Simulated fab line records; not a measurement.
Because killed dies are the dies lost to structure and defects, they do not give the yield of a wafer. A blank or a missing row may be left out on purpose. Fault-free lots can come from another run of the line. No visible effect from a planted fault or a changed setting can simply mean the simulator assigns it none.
Tool commonality check	flow sky130	Sample size 12 lots and 36 wafers

## WHAT PROMPTED THE OPENING
SKY_LDD_N_OVL_MEAS_07, reading LDD_N_OVL: flagged on 4 of 12 lots. Fault-free wafers read -0.3 nm, with a standard deviation of 1.2.
Rule: a lot is flagged in two cases, either no wafer of it has a number, or all its wafers with numbers fall more than 4 standard deviations from that mean. The other lots count as sound.

lot	measured	on	LDD_N_OVL (nm), wafer by wafer	flag
L928	day 18 21:10	overlay-01	-0.4 -0.4 2.6	
L929	day 19 18:16	overlay-02	-0.5 -0.7 -1.2	
L930	day 20 01:37	overlay-01	-1.4 -2.0 0.1	
L931	day 20 06:41	overlay-02	71.8 73.0 72.4	FLAGGED
L932	day 20 17:51	overlay-01	-0.5 -0.8 -0.7	
L933	day 21 01:23	overlay-02	71.6 75.2 73.6	FLAGGED
L937	day 22 16:14	overlay-02	74.4 72.9 73.1	FLAGGED
L938	day 22 21:30	overlay-02	73.5 74.4 73.2	FLAGGED
L942	day 24 15:38	overlay-02	-0.5 -0.7 -0.7	
L944	day 25 19:18	overlay-02	0.1 -0.8 0.3	
L946	day 26 03:08	overlay-01	-1.2 1.3 -1.0	
L949	day 27 02:24	overlay-02	1.4 0.9 0.2	
The numbers of the flagged lots are 73.3 nm on average: +73.6 nm against the usual, or +61 standard deviations.

## LOT BY LOT: THE TOOL USED
2 process steps preceding the reading are held in the record, out of 708 steps in the route. Read each cell as the tool, then ch plus the chambers that the sampled wafers visited, then the start.
lot	flag	SKY_SONOS_ONO_ETCH_15	SKY_LDD_N_EXPOSE_04
L928		rieDiel-04 ch 1,2,3, day 13 16:45	ilineStepper-02 ch 0, day 18 06:02
L929		rieDiel-01 ch 0,1, day 14 07:24	ilineStepper-02 ch 0, day 19 01:56
L930		rieDiel-01 ch 0,3, day 14 12:39	ilineStepper-01 ch 0, day 19 09:31
L931	FLAGGED	rieDiel-04 ch 0,2,3, day 14 18:31	ilineStepper-02 ch 0, day 19 14:37
L932		rieDiel-01 ch 1,2,3, day 15 01:45	ilineStepper-01 ch 0, day 20 00:46
L933	FLAGGED	rieDiel-04 ch 0,2, day 15 10:21	ilineStepper-02 ch 0, day 20 09:10
L937	FLAGGED	rieDiel-04 ch 0,1,2, day 16 21:06	ilineStepper-02 ch 0, day 22 00:01
L938	FLAGGED	rieDiel-01 ch 0,1,2, day 17 03:24	ilineStepper-02 ch 0, day 22 06:10
L942		rieDiel-04 ch 0,2,3, day 18 18:46	ilineStepper-01 ch 0, day 23 23:37
L944		rieDiel-02 ch 0,1, day 19 19:09	ilineStepper-01 ch 0, day 25 04:02
L946		rieDiel-04 ch 0,1, day 20 08:49	ilineStepper-01 ch 0, day 25 11:47
L949		rieDiel-01 ch 1,2, day 21 09:36	ilineStepper-01 ch 0, day 26 12:01
What these steps do:
- SKY_SONOS_ONO_ETCH_15: etches the open film in CHF3/O2, target depth 19.52 nm, time 7.8 s.
- SKY_LDD_N_EXPOSE_04: exposes mask NTM, target cd 840 nm.
- SKY_LDD_N_OVL_MEAS_07

## FLAGGED OVER TOTAL, TOOL BY TOOL (the gauges that took the reading come last)
step	tool	lots run	flagged	share of the flagged lots	sound lots run after its first flagged lot
SKY_SONOS_ONO_ETCH_15	rieDiel-01	5	1	some	1 (L949)
SKY_SONOS_ONO_ETCH_15	rieDiel-02	1	0	none	-
SKY_SONOS_ONO_ETCH_15	rieDiel-04	6	3	some	2 (L942,L946)
SKY_LDD_N_EXPOSE_04	ilineStepper-01	6	0	none	-
SKY_LDD_N_EXPOSE_04	ilineStepper-02	6	4	all	0
SKY_LDD_N_OVL_MEAS_07	overlay-01	4	0	none	-
SKY_LDD_N_OVL_MEAS_07	overlay-02	8	4	all	3 (L942,L944,L949)

## WHAT THE TABLE ALLOWS
Table rows that saw every flagged lot: 2, namely ilineStepper-02 at SKY_LDD_N_EXPOSE_04 and overlay-02 at SKY_LDD_N_OVL_MEAS_07.
- ilineStepper-02 at SKY_LDD_N_EXPOSE_04: 4 of its 6 lots flagged. Its last sound lot is L929 (day 19 01:56), its first flagged lot L931 (day 19 14:37): a fault that began between those two fits.
- overlay-02 at SKY_LDD_N_OVL_MEAS_07: 4 of its 8 lots flagged. Sound lots followed the first flagged one (L942, L944, L949) on it, something a lasting fault affecting the whole tool could not allow.
One tool is left: ilineStepper-02 at SKY_LDD_N_EXPOSE_04.

## WHAT THE SIMULATOR PUT IN
Scanner matching overlay: ilineStepper-02, from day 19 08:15 on, at SKY_LDD_N_EXPOSE_04. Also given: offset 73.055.
Shown lots that were struck: L931, L933, L937, L938. Same finding as the rule above.
